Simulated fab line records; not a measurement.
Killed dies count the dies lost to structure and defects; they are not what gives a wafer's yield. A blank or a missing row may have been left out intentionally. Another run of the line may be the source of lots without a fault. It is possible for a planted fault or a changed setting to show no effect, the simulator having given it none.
fab line records	flow sky130
record: lots: 12	wafers: 36	last-day: 51
route steps=708 shown LDD_N@254 LDD_P@259 LDD_HVN@274 LDD_HVP@287 PAD_OPEN@708
lots that met no fault: taken from a fault-free run of the same line
start-h: start of the lot's first displayed wafer, in hours after the record's first day	wait-h: hours since the lot's step before	" same as the row above	L1.1+2: one row covering several wafers at once	- no value present, or no start provided	* or withheld: withheld	< > ~ a bound
route shown NAME@n: names a module that has steps shown in the file, with the first one's number in the route	usual: mean/standard deviation taken from wafers without a fault	same: alike in all rows	chamber/n: place in a boat	sites: readings site by site	_std_site: how widely they spread, as a standard deviation	_edge_site: the outer-site mean with the inner-site mean subtracted	radius-mm: how far each site lies from the wafer's centre	mask NAME#n: copy n	behind: the tool/chamber that last shaped the wafer	hold: what put the lot on hold/how long, in hours/how the hold closed	device: the transistor (n, p or np) that didn't switch	end of line: tests of these same wafers at the route's end	for a step that has no rows: nothing shown but its recipe	killed: count of dies lost to structure and defects at first sort (not the wafer's yield)	map: per-die view of a wafer (x killed, . not killed, _ where there is no die)
set.NAME: the setting the step ran with; set.NAME@STEP: the setting that earlier step ran with	model.NAME: the simulator's own value behind a step, which no gauge read
one table for each step of the route and one row for each wafer, over a sample of lots
services: from which hour (start-h, from the record's first day; less than 0 if before it) a tool's chamber was out of use, for how many hours, and why
== steps ==
step: SKY_LDD_N_TW_MEAS_17
usual: LDD_N_TW: 2598/27
lot.wafer	tool	chamber	start-h	wait-h	LDD_N_TW
L817.1	film-metro-03	-	423.59	0.1	2600
L817.3	"	-	"	"	2589
L817.4	"	-	"	"	2596
L822.3	film-metro-03	-	472.51	0.1	2612
L822.5	"	-	"	"	2610
L822.6	"	-	"	"	2603
L823.2	film-metro-04	-	474.28	0.1	2613
L823.4	"	-	"	"	2589
L823.5	"	-	"	"	2615
L825.2	film-metro-04	-	500.45	0.1	2623
L825.5	"	-	"	"	2625
L825.6	"	-	"	"	2615
L828.1	film-metro-04	-	521.57	0.1	2607
L828.4	"	-	"	"	2636
L828.5	"	-	"	"	2624
L832.1	film-metro-04	-	557.17	0.1	2613
L832.2	"	-	"	"	2619
L832.5	"	-	"	"	2622
L834.1	film-metro-03	-	562.94	0.1	2599
L834.3	"	-	"	"	2595
L834.6	"	-	"	"	2604
L835.1	film-metro-03	-	567.49	0.1	2597
L835.5	"	-	"	"	2594
L835.6	"	-	"	"	2597
L837.2	film-metro-03	-	593.93	0.1	2598
L837.3	"	-	"	"	2621
L837.4	"	-	"	"	2605
L838.1	film-metro-04	-	597.64	0.1	2600
L838.4	"	-	"	"	2607
L838.5	"	-	"	"	2601
L839.1	film-metro-04	-	598.87	0.1	2615
L839.4	"	-	"	"	2606
L839.6	"	-	"	"	2617
L840.1	film-metro-03	-	617.27	0.1	2580
L840.3	"	-	"	"	2590
L840.4	"	-	"	"	2603
step: SKY_LDD_P_EXPOSE_04
recipe: mask-id: PSDM	na: 0.6	source-shape: conventional	sigma-outer: 0.6	polarization: unpolarized	target-cd-nm: 380	dose-mj: 138
usual: exposure-dose-mJ-cm2: 137.89/0.12	reticle-temp-C: 23.01/0.1
lot.wafer	tool	chamber	start-h	wait-h	mask	exposure-dose-mJ-cm2	reticle-temp-C
L817.1	iline-stepper-02	0	439.06	-	PSDM#0	138.02	22.99
L817.3	"	0	"	"	PSDM#0	138.05	23.00
L817.4	"	0	"	"	PSDM#0	137.85	23.01
L822.3	iline-stepper-01	0	487.55	-	PSDM#0	137.88	23.01
L822.5	"	0	"	"	PSDM#0	138.05	23.13
L822.6	"	0	"	"	PSDM#0	137.92	23.01
L823.2	iline-stepper-01	0	490.29	-	PSDM#0	137.97	22.79
L823.4	"	0	"	"	PSDM#0	137.94	22.93
L823.5	"	0	"	"	PSDM#0	137.84	22.81
L825.2	iline-stepper-02	0	515.45	-	PSDM#0	138.06	23.18
L825.5	"	0	"	"	PSDM#0	138.04	22.99
L825.6	"	0	"	"	PSDM#0	138.10	23.07
L828.1	iline-stepper-02	0	536.27	-	PSDM#0	138.84	23.09
L828.4	"	0	"	"	PSDM#0	139.03	23.08
L828.5	"	0	"	"	PSDM#0	138.94	23.08
L832.1	iline-stepper-01	0	571.43	-	PSDM#0	137.79	23.19
L832.2	"	0	"	"	PSDM#0	137.97	23.02
L832.5	"	0	"	"	PSDM#0	137.99	22.92
L834.1	iline-stepper-01	0	577.86	-	PSDM#0	137.95	22.96
L834.3	"	0	"	"	PSDM#0	137.85	23.07
L834.6	"	0	"	"	PSDM#0	137.85	23.00
L835.1	iline-stepper-01	0	583.01	-	PSDM#0	137.54	22.98
L835.5	"	0	"	"	PSDM#0	137.84	23.06
L835.6	"	0	"	"	PSDM#0	137.86	22.89
L837.2	iline-stepper-02	0	608.77	-	PSDM#0	137.78	22.96
L837.3	"	0	"	"	PSDM#0	137.93	23.02
L837.4	"	0	"	"	PSDM#0	137.80	23.02
L838.1	iline-stepper-01	0	613.36	-	PSDM#0	138.11	22.95
L838.4	"	0	"	"	PSDM#0	137.92	23.09
L838.5	"	0	"	"	PSDM#0	137.86	22.88
L839.1	iline-stepper-02	0	614.73	-	PSDM#0	138.05	23.00
L839.4	"	0	"	"	PSDM#0	137.91	23.03
L839.6	"	0	"	"	PSDM#0	137.99	23.13
L840.1	iline-stepper-02	0	630.42	-	PSDM#0	137.95	22.85
L840.3	"	0	"	"	PSDM#0	137.97	22.90
L840.4	"	0	"	"	PSDM#0	137.78	22.92
step: SKY_LDD_P_CD_MEAS_07
recipe: target-cd-nm: 380
usual: cd-nm: 379.7/3
lot.wafer	tool	chamber	start-h	wait-h	cd-nm
L817.1	cd-sem-01	-	454.58	0.1	379.3
L817.3	"	-	"	"	383.2
L817.4	"	-	"	"	381.5
L822.3	cd-sem-02	-	502.71	0.1	382.3
L822.5	"	-	"	"	380.7
L822.6	"	-	"	"	380.9
L823.2	cd-sem-01	-	505.29	0.1	379.2
L823.4	"	-	"	"	378.6
L823.5	"	-	"	"	379.4
L825.2	cd-sem-02	-	530.38	0.1	382.8
L825.5	"	-	"	"	378.7
L825.6	"	-	"	"	380.7
L828.1	cd-sem-02	-	551.62	0.1	372.8
L828.4	"	-	"	"	363.6
L828.5	"	-	"	"	381.0
L832.1	cd-sem-02	-	586.57	0.1	381.3
L832.2	"	-	"	"	379.7
L832.5	"	-	"	"	378.8
L834.1	cd-sem-02	-	592.52	0.1	378.0
L834.3	"	-	"	"	379.9
L834.6	"	-	"	"	378.9
L835.1	cd-sem-02	-	596.88	0.1	379.2
L835.5	"	-	"	"	378.1
L835.6	"	-	"	"	379.0
L837.2	cd-sem-02	-	622.98	0.1	377.5
L837.3	"	-	"	"	377.8
L837.4	"	-	"	"	379.2
L838.1	cd-sem-01	-	627.38	0.1	387.2
L838.4	"	-	"	"	386.3
L838.5	"	-	"	"	386.7
L839.1	cd-sem-01	-	627.98	0.1	383.1
L839.4	"	-	"	"	382.7
L839.6	"	-	"	"	385.1
L840.1	cd-sem-01	-	646.31	0.1	376.9
L840.3	"	-	"	"	374.6
L840.4	"	-	"	"	377.4
step: SKY_LDD_HVN_OVL_MEAS_07
usual: LDD_HVN_OVL: 0.0/1.4
lot.wafer	tool	chamber	start-h	wait-h	LDD_HVN_OVL[nm]
L817.1	overlay-02	-	484.73	0.1	0.5
L817.3	"	-	"	"	-1.4
L817.4	"	-	"	"	-0.8
L822.3	overlay-02	-	533.78	0.1	1.6
L822.5	"	-	"	"	0.6
L822.6	"	-	"	"	-1.6
L823.2	overlay-02	-	535.68	0.1	-0.1
L823.4	"	-	"	"	-0.3
L823.5	"	-	"	"	1.3
L825.2	overlay-02	-	560.43	0.1	-1.2
L825.5	"	-	"	"	-0.8
L825.6	"	-	"	"	-1.3
L828.1	overlay-02	-	581.68	0.1	-0.7
L828.4	"	-	"	"	-0.4
L828.5	"	-	"	"	0.1
L832.1	overlay-02	-	616.23	0.1	-1.1
L832.2	"	-	"	"	1.2
L832.5	"	-	"	"	2.4
L834.1	overlay-01	-	622.28	0.1	1.3
L834.3	"	-	"	"	1.3
L834.6	"	-	"	"	0.9
L835.1	overlay-01	-	626.78	0.1	-1.3
L835.5	"	-	"	"	-0.7
L835.6	"	-	"	"	-0.3
L837.2	overlay-01	-	652.49	0.1	1.2
L837.3	"	-	"	"	-1.2
L837.4	"	-	"	"	0.5
L838.1	overlay-02	-	656.43	0.1	3.3
L838.4	"	-	"	"	2.6
L838.5	"	-	"	"	0.0
L839.1	overlay-01	-	657.62	0.1	1.9
L839.4	"	-	"	"	0.7
L839.6	"	-	"	"	1.5
L840.1	overlay-01	-	674.78	0.1	-2.2
L840.3	"	-	"	"	-1.1
L840.4	"	-	"	"	-3.2
step: SKY_LDD_HVP_STRIP_09
recipe: chemistry: O2/N2	power-w: 1400	pressure-mtorr: 1500	platen-temp-c: withheld	o2-flow-sccm: 3000	n2-flow-sccm: 300	overash-fraction: 0.5
usual: drypump-motor-current-A: 6.0/0.38	o2-flow-sccm: 3000/8.8	oes-product-au: 0.408/0.0049	strip-time-to-endpoint-s: 4.140/0.013
lot.wafer	tool	chamber	start-h	wait-h	drypump-motor-current-A	o2-flow-sccm	oes-product-au	rf-hours-counter-h	strip-time-to-endpoint-s
L817.1	plasma-asher-01	0	515.51	0.1	5.2	2991	0.411	68	4.138
L817.3	"	0	"	"	5.3	3013	0.416	-	4.164
L817.4	"	1	"	"	6.4	2993	0.410	-	4.141
L822.3	plasma-asher-01	0	563.89	0.1	5.3	3005	0.402	-	4.140
L822.5	"	1	"	"	6.4	3011	0.421	-	4.131
L822.6	"	0	"	"	5.3	3013	0.402	-	4.147
L823.2	plasma-asher-04	1	566.04	0.1	6.0	3013	0.415	14	4.161
L823.4	"	0	"	"	6.4	2998	0.409	-	4.143
L823.5	"	1	"	"	6.0	3005	0.402	-	4.136
L825.2	plasma-asher-04	1	590.59	0.1	6.1	2991	0.410	16	4.146
L825.5	"	0	"	"	6.3	3007	0.414	-	4.142
L825.6	"	1	"	"	6.1	3001	0.396	-	4.131
L828.1	plasma-asher-04	0	612.22	0.1	6.3	3008	0.405	19	4.145
L828.4	"	0	"	"	6.4	2989	0.402	-	4.148
L828.5	"	1	"	"	6.1	3009	0.406	-	4.139
L832.1	plasma-asher-01	0	645.59	0.1	5.2	2993	0.408	78	4.138
L832.2	"	1	"	"	6.4	2998	0.408	78	4.167
L832.5	"	0	"	"	5.3	2992	0.414	-	4.132
L834.1	plasma-asher-03	0	651.89	0.1	6.0	3004	0.403	84	4.177
L834.3	"	0	"	"	6.1	2992	0.407	-	4.153
L834.6	"	1	"	"	6.1	3005	0.415	-	4.135
L835.1	plasma-asher-04	1	656.02	0.1	6.0	2994	0.408	24	4.134
L835.5	"	1	"	"	6.0	2994	0.408	-	4.118
L835.6	"	0	"	"	6.4	2990	0.410	-	4.126
L837.2	plasma-asher-03	0	681.27	0.1	6.1	3017	0.402	87	4.161
L837.3	"	0	"	"	6.0	3002	0.408	-	4.135
L837.4	"	1	"	"	6.1	2989	0.412	-	4.164
L838.1	plasma-asher-03	1	685.29	0.1	6.1	3004	0.407	87	4.154
L838.4	"	0	"	"	6.1	2996	0.414	-	4.139
L838.5	"	1	"	"	6.1	2998	0.407	-	4.151
L839.1	plasma-asher-01	1	686.72	0.1	6.4	3016	0.403	82	4.143
L839.4	"	0	"	"	5.2	3012	0.407	-	4.150
L839.6	"	0	"	"	5.3	2994	0.400	-	4.139
L840.1	plasma-asher-01	1	703.89	0.1	6.4	3000	0.411	84	4.128
L840.3	"	0	"	"	5.2	3004	0.408	-	4.133
L840.4	"	1	"	"	6.4	2995	0.406	-	4.101
step: SKY_PAD_OPEN_PROBE_99
usual: killed_at_M0_to_M3: 43/6.8	killed_at_M4_up: 3.2/2	killed-at-contacts: 24/5.3	killed-at-front-end: 16/4.4	killed-at-other: 0.3/0.54	killed-dies: 86/9.4	killed-on-rim: 16/3.8	killed-open: 48/6.6	killed-short: 38/6.5
same: gross-dies: 492	killed-at-back-side: 0
lot.wafer	tool	chamber	start-h	wait-h	killed_at_M0_to_M3	killed_at_M4_up	killed-at-contacts	killed-at-front-end	killed-at-other	killed-dies	killed-on-rim	killed-open	killed-short
L817.1	prober-01	-	1099.78	0.1	33	2	24	16	0	75	13	42	33
L817.3	prober-01	-	1099.88	0.2	48	5	19	16	0	88	15	45	43
L817.4	prober-01	-	1099.93	0.2	57	3	23	17	1	101	20	54	47
L822.3	prober-02	-	1133.19	0.2	45	7	20	11	1	84	18	45	38
L822.5	prober-02	-	1133.29	0.2	37	5	30	11	0	83	14	48	35
L822.6	prober-02	-	1133.34	0.2	30	2	26	13	0	71	16	39	32
L823.2	prober-02	-	1140.55	0.1	46	2	16	17	0	81	15	49	32
L823.4	prober-02	-	1140.65	0.2	36	4	29	5	0	74	17	41	33
L823.5	prober-02	-	1140.70	0.2	31	4	19	18	1	73	12	41	32
L825.2	prober-01	-	1152.09	0.1	45	1	20	17	0	83	12	47	36
L825.5	prober-01	-	1152.24	0.2	51	3	24	17	1	96	21	57	38
L825.6	prober-01	-	1152.29	0.2	29	2	24	16	0	71	14	45	26
L828.1	prober-02	-	1164.48	0.1	50	1	21	11	0	83	14	53	29
L828.4	prober-02	-	1164.63	0.2	39	3	21	15	1	79	13	43	36
L828.5	prober-02	-	1164.68	0.2	47	1	26	16	0	90	22	42	48
L832.1	prober-02	-	1186.84	0.1	43	5	18	18	1	85	19	42	43
L832.2	prober-02	-	1186.89	0.1	32	2	17	19	1	71	9	33	37
L832.5	prober-02	-	1187.04	0.2	49	1	26	14	0	90	17	51	39
L834.1	prober-02	-	1189.91	0.1	37	6	30	10	1	84	20	41	43
L834.3	prober-02	-	1190.01	0.2	44	4	27	19	0	94	24	54	40
L834.6	prober-02	-	1190.16	0.2	39	1	28	19	1	88	14	49	39
L835.1	prober-02	-	1192.11	0.1	38	2	28	7	0	75	11	41	34
L835.5	prober-02	-	1192.31	0.2	51	0	24	10	0	85	14	46	39
L835.6	prober-02	-	1192.36	0.2	28	2	22	16	0	68	15	34	33
L837.2	prober-02	-	1206.58	0.1	38	2	24	17	0	81	15	53	28
L837.3	prober-02	-	1206.63	0.2	41	2	27	14	0	84	20	49	35
L837.4	prober-02	-	1206.68	0.2	56	1	22	18	0	97	25	55	40
L838.1	prober-01	-	1208.10	0.1	52	2	26	22	1	103	24	53	48
L838.4	prober-01	-	1208.25	0.2	34	6	31	16	1	88	18	46	41
L838.5	prober-01	-	1208.30	0.2	32	6	21	23	0	82	15	49	33
L839.1	prober-02	-	1209.31	0.1	51	3	24	17	0	95	16	48	47
L839.4	prober-02	-	1209.46	0.2	34	1	30	18	1	84	13	50	34
L839.6	prober-02	-	1209.56	0.2	40	3	29	9	0	81	20	55	25
L840.1	prober-01	-	1218.85	0.1	51	1	23	22	1	98	24	61	37
L840.3	prober-01	-	1218.95	0.2	45	5	28	20	0	98	23	53	44
L840.4	prober-01	-	1219.00	0.2	40	1	23	19	1	84	17	48	36
killed by level:class
L817.1 VIA1:geometric-particle:open=9 CONTACT:geometric-particle:open=8 LOCAL_INTERCONNECT:geometric-particle:short=7 FIELD_ISO:geometric-particle:short=6 LI_CONTACT:geometric-particle:open=6 VIA3:geometric-particle:open=6 VIA2:geometric-particle:open=4 METAL2:geometric-particle:short=3
L817.3 VIA1:geometric-particle:open=14 VIA2:geometric-particle:open=8 CONTACT:geometric-particle:open=7 CONTACT:geometric-particle:short=6 FIELD_ISO:geometric-particle:short=5 FIELD_ISO:geometric-particle:open=5 METAL2:geometric-particle:short=5 LI_CONTACT:geometric-particle:short=4
L817.4 CONTACT:geometric-particle:open=12 VIA1:geometric-particle:open=12 METAL2:geometric-particle:short=9 VIA3:geometric-particle:open=8 VIA2:geometric-particle:open=6 VIA2:geometric-particle:short=5 METAL3:geometric-particle:short=5 FIELD_ISO:geometric-particle:short=4
L822.3 CONTACT:geometric-particle:open=9 VIA1:geometric-particle:open=8 VIA3:geometric-particle:open=8 VIA2:geometric-particle:open=7 METAL2:geometric-particle:short=6 CONTACT:geometric-particle:short=5 POLY_GATE:geometric-particle:open=4 VIA2:geometric-particle:short=4
L822.5 LI_CONTACT:geometric-particle:open=11 CONTACT:geometric-particle:open=8 VIA2:geometric-particle:open=8 VIA3:geometric-particle:open=7 FIELD_ISO:geometric-particle:open=5 LOCAL_INTERCONNECT:geometric-particle:short=5 CONTACT:geometric-particle:short=5 METAL2:geometric-particle:short=5
L822.6 VIA1:geometric-particle:open=10 LI_CONTACT:geometric-particle:open=9 CONTACT:geometric-particle:open=7 FIELD_ISO:geometric-particle:short=5 LOCAL_INTERCONNECT:geometric-particle:short=5 CONTACT:geometric-particle:short=5 METAL2:geometric-particle:short=5 VIA3:geometric-particle:open=4
L823.2 VIA1:geometric-particle:open=17 VIA2:geometric-particle:open=8 CONTACT:geometric-particle:open=8 METAL2:geometric-particle:short=7 POLY_GATE:geometric-particle:short=4 VIA1:geometric-particle:short=4 VIA3:geometric-particle:open=4 FIELD_ISO:geometric-particle:open=3
L823.4 VIA1:geometric-particle:open=10 CONTACT:geometric-particle:short=9 CONTACT:geometric-particle:open=9 VIA3:geometric-particle:open=6 LI_CONTACT:geometric-particle:open=5 VIA2:geometric-particle:open=4 METAL4:geometric-particle:short=4 LI_CONTACT:geometric-particle:short=3
L823.5 CONTACT:geometric-particle:open=8 VIA1:geometric-particle:open=8 CONTACT:geometric-particle:short=6 VIA3:geometric-particle:open=5 VIA1:geometric-particle:short=5 FIELD_ISO:geometric-particle:open=4 SPACER:geometric-particle:open=4 POLY_GATE:geometric-particle:short=3
L825.2 VIA1:geometric-particle:open=13 CONTACT:geometric-particle:open=9 VIA3:geometric-particle:short=6 POLY_GATE:geometric-particle:short=6 POLY_GATE:geometric-particle:open=6 VIA3:geometric-particle:open=6 LI_CONTACT:geometric-particle:open=5 VIA1:geometric-particle:short=4
L825.5 VIA1:geometric-particle:open=21 CONTACT:geometric-particle:short=9 CONTACT:geometric-particle:open=8 VIA3:geometric-particle:open=8 VIA1:geometric-particle:short=5 POLY_GATE:geometric-particle:short=4 POLY_GATE:geometric-particle:open=4 LOCAL_INTERCONNECT:geometric-particle:short=4
L825.6 CONTACT:geometric-particle:open=9 VIA1:geometric-particle:open=7 VIA3:geometric-particle:open=6 METAL2:geometric-particle:short=5 LI_CONTACT:geometric-particle:open=5 CONTACT:geometric-particle:short=5 FIELD_ISO:geometric-particle:open=3 FIELD_ISO:geometric-particle:short=3
L828.1 VIA1:geometric-particle:open=13 CONTACT:geometric-particle:open=9 LI_CONTACT:geometric-particle:open=8 VIA3:geometric-particle:open=7 METAL3:geometric-particle:short=7 VIA2:geometric-particle:open=5 CONTACT:geometric-particle:short=4 METAL2:geometric-particle:short=4
L828.4 VIA2:geometric-particle:open=9 VIA1:geometric-particle:open=8 FIELD_ISO:geometric-particle:short=6 CONTACT:geometric-particle:short=6 LI_CONTACT:geometric-particle:open=6 CONTACT:geometric-particle:open=6 METAL3:geometric-particle:short=5 VIA3:geometric-particle:open=4
L828.5 CONTACT:geometric-particle:open=11 METAL1:geometric-particle:short=8 LI_CONTACT:geometric-particle:open=7 VIA2:geometric-particle:open=7 FIELD_ISO:geometric-particle:short=6 VIA1:geometric-particle:short=6 VIA3:geometric-particle:open=6 METAL2:geometric-particle:short=5
L832.1 CONTACT:geometric-particle:open=10 METAL2:geometric-particle:short=9 VIA3:geometric-particle:open=9 METAL1:geometric-particle:short=8 VIA2:geometric-particle:open=8 POLY_GATE:geometric-particle:short=7 LI_CONTACT:geometric-particle:open=4 FIELD_ISO:geometric-particle:short=3
L832.2 VIA1:geometric-particle:open=8 FIELD_ISO:geometric-particle:short=6 LI_CONTACT:geometric-particle:open=5 METAL1:geometric-particle:short=5 VIA2:geometric-particle:open=5 POLY_GATE:geometric-particle:short=4 POLY_GATE:geometric-particle:open=3 POLY_CUT:geometric-particle:open=3
L832.5 VIA1:geometric-particle:open=11 LI_CONTACT:geometric-particle:open=9 VIA1:geometric-particle:short=8 VIA2:geometric-particle:open=8 CONTACT:geometric-particle:open=7 METAL1:geometric-particle:short=6 METAL2:geometric-particle:short=6 CONTACT:geometric-particle:short=5
L834.1 VIA1:geometric-particle:short=9 CONTACT:geometric-particle:open=9 LOCAL_INTERCONNECT:geometric-particle:short=7 METAL2:geometric-particle:short=6 CONTACT:geometric-particle:short=6 VIA1:geometric-particle:open=6 POLY_GATE:geometric-particle:open=5 LI_CONTACT:geometric-particle:open=5
L834.3 VIA1:geometric-particle:open=14 CONTACT:geometric-particle:open=12 VIA3:geometric-particle:open=8 POLY_GATE:geometric-particle:short=5 VIA2:geometric-particle:short=5 LI_CONTACT:geometric-particle:short=4 POLY_GATE:geometric-particle:open=4 LI_CONTACT:geometric-particle:open=4
L834.6 CONTACT:geometric-particle:short=10 CONTACT:geometric-particle:open=9 VIA1:geometric-particle:open=9 METAL3:geometric-particle:short=8 LI_CONTACT:geometric-particle:open=7 POLY_GATE:geometric-particle:open=5 VIA3:geometric-particle:open=5 VIA2:geometric-particle:open=5
L835.1 VIA1:geometric-particle:open=13 CONTACT:geometric-particle:open=9 LI_CONTACT:geometric-particle:open=8 CONTACT:geometric-particle:short=6 VIA2:geometric-particle:open=6 METAL2:geometric-particle:short=4 POLY_GATE:geometric-particle:short=3 LOCAL_INTERCONNECT:geometric-particle:short=3
L835.5 VIA1:geometric-particle:open=10 VIA1:geometric-particle:short=8 VIA3:geometric-particle:open=8 CONTACT:geometric-particle:short=7 LI_CONTACT:geometric-particle:open=7 CONTACT:geometric-particle:open=7 METAL1:geometric-particle:short=6 VIA2:geometric-particle:open=6
L835.6 CONTACT:geometric-particle:open=10 VIA1:geometric-particle:short=6 METAL2:geometric-particle:short=6 VIA3:geometric-particle:open=6 LI_CONTACT:geometric-particle:open=5 FIELD_ISO:geometric-particle:short=4 POLY_GATE:geometric-particle:open=4 LOCAL_INTERCONNECT:geometric-particle:short=4
L837.2 VIA1:geometric-particle:open=17 CONTACT:geometric-particle:open=8 LI_CONTACT:geometric-particle:open=7 VIA3:geometric-particle:open=6 FIELD_ISO:geometric-particle:short=4 FIELD_ISO:geometric-particle:open=3 POLY_GATE:geometric-particle:open=3 CONTACT:geometric-particle:short=3
L837.3 VIA1:geometric-particle:open=18 CONTACT:geometric-particle:open=10 LI_CONTACT:geometric-particle:open=6 VIA2:geometric-particle:open=5 VIA3:geometric-particle:open=5 FIELD_ISO:geometric-particle:short=4 CONTACT:geometric-particle:short=4 POLY_GATE:geometric-particle:short=3
L837.4 VIA1:geometric-particle:open=15 CONTACT:geometric-particle:open=8 METAL1:geometric-particle:short=7 VIA2:geometric-particle:open=7 VIA1:geometric-particle:short=7 VIA3:geometric-particle:open=7 LI_CONTACT:geometric-particle:open=5 POLY_GATE:geometric-particle:open=4
L838.1 VIA1:geometric-particle:open=16 VIA3:geometric-particle:open=9 VIA1:geometric-particle:short=8 CONTACT:geometric-particle:short=7 CONTACT:geometric-particle:open=7 FIELD_ISO:geometric-particle:short=6 LOCAL_INTERCONNECT:geometric-particle:short=6 METAL1:geometric-particle:short=5
L838.4 LI_CONTACT:geometric-particle:open=12 CONTACT:geometric-particle:open=8 VIA1:geometric-particle:open=8 VIA1:geometric-particle:short=7 METAL4:geometric-particle:short=6 LOCAL_INTERCONNECT:geometric-particle:short=5 POLY_GATE:geometric-particle:open=4 VIA2:geometric-particle:open=4
L838.5 LI_CONTACT:geometric-particle:open=13 POLY_GATE:geometric-particle:short=9 VIA1:geometric-particle:open=9 VIA2:geometric-particle:open=6 FIELD_ISO:geometric-particle:open=5 CONTACT:geometric-particle:open=5 METAL4:geometric-particle:short=5 POLY_GATE:geometric-particle:open=4
L839.1 LI_CONTACT:geometric-particle:open=11 VIA1:geometric-particle:open=10 VIA3:geometric-particle:open=7 VIA1:geometric-particle:short=7 METAL1:geometric-particle:short=6 FIELD_ISO:geometric-particle:short=5 METAL2:geometric-particle:short=5 CONTACT:geometric-particle:open=5
L839.4 CONTACT:geometric-particle:open=11 LI_CONTACT:geometric-particle:open=9 FIELD_ISO:geometric-particle:open=8 VIA1:geometric-particle:open=8 METAL1:geometric-particle:short=5 POLY_GATE:geometric-particle:open=4 LI_CONTACT:geometric-particle:short=4 CONTACT:geometric-particle:short=4
L839.6 CONTACT:geometric-particle:open=15 VIA1:geometric-particle:open=12 LI_CONTACT:geometric-particle:open=8 VIA3:geometric-particle:open=8 METAL3:geometric-particle:short=6 METAL2:geometric-particle:short=5 VIA2:geometric-particle:open=4 FIELD_ISO:geometric-particle:open=3
L840.1 CONTACT:geometric-particle:open=16 VIA1:geometric-particle:open=14 VIA3:geometric-particle:open=8 METAL1:geometric-particle:short=7 METAL2:geometric-particle:short=7 FIELD_ISO:geometric-particle:open=6 VIA1:geometric-particle:short=6 POLY_GATE:geometric-particle:short=6
L840.3 VIA1:geometric-particle:open=10 VIA2:geometric-particle:open=9 POLY_GATE:geometric-particle:open=7 LI_CONTACT:geometric-particle:open=7 VIA3:geometric-particle:open=7 LOCAL_INTERCONNECT:geometric-particle:short=6 CONTACT:geometric-particle:short=6 POLY_GATE:geometric-particle:short=5
L840.4 LI_CONTACT:geometric-particle:open=10 CONTACT:geometric-particle:open=8 VIA1:geometric-particle:open=7 VIA3:geometric-particle:open=7 METAL1:geometric-particle:short=6 METAL2:geometric-particle:short=6 FIELD_ISO:geometric-particle:open=5 FIELD_ISO:geometric-particle:short=4
== services ==
tool	chamber	start-h	hours	kind
plasma-asher-04	-	421.25	9.0	pm
plasma-asher-04	0	421.25	9.0	vent-cycle
plasma-asher-04	1	421.25	9.0	vent-cycle
plasma-asher-04	0	430.25	-	clean
plasma-asher-04	1	430.25	-	clean
plasma-asher-03	-	461.98	0.4	repair
plasma-asher-01	-	482.69	2.3	repair
plasma-asher-04	-	484.92	3.6	repair
iline-stepper-02	-	495.21	2.1	pm
iline-stepper-01	-	497.29	1.7	pm
iline-stepper-02	-	497.29	-	consumable-replace:lamp
iline-stepper-01	-	516.70	3.9	repair
iline-stepper-02	-	545.23	1.6	repair
iline-stepper-02	0	562.39	-	calibration
iline-stepper-02	-	568.31	1.7	pm
plasma-asher-04	-	570.40	2.8	pm
plasma-asher-01	-	587.25	15.6	pm
plasma-asher-03	-	595.12	12.3	repair
iline-stepper-01	-	603.98	4.9	repair
plasma-asher-01	-	606.45	4.1	repair
iline-stepper-01	0	618.66	-	calibration
plasma-asher-04	-	699.76	4.5	repair
== key ==
first-sign: step: SKY_LDD_P_EXPOSE_04	reading: exposure-dose-mJ-cm2	direction: up	sigmas: 8.7	usual: *	struck: *
effect: step: SKY_LDD_P_CD_MEAS_07	reading: cd-nm	direction: down	sigmas: 2.4	usual: 379.7	struck: 372.5	wafers-moved: 2	through: control-loop
met-at SKY_LDD_P_EXPOSE_04
struck-lots L828
tester-left-out L828
loop-trim: step: SKY_LDD_P_EXPOSE_04	setting: dose	lots: L828
not-acting-at SKY_LDD_N_TW_MEAS_17,SKY_LDD_HVN_OVL_MEAS_07,SKY_LDD_HVP_STRIP_09
onset-between 515.45 536.27
fault: kind: process-parameter-drift	tool: iline-stepper-02	chamber: -	onset-h: 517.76	steps: SKY_LDD_P_EXPOSE_04	channel: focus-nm	offset: 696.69	spread-by-wafer: 0.3	shape: step	end-h: 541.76
tester-left-out: of these lots the tester's yield and bins aren't shown, on N5 and GAA mostly nor the transistor test; their killed dies are dies lost to structure and defects alone, not to doping, threshold or leakage, so they don't give the yield
loop-trim: a control loop set the setting to another value than it would have without faults
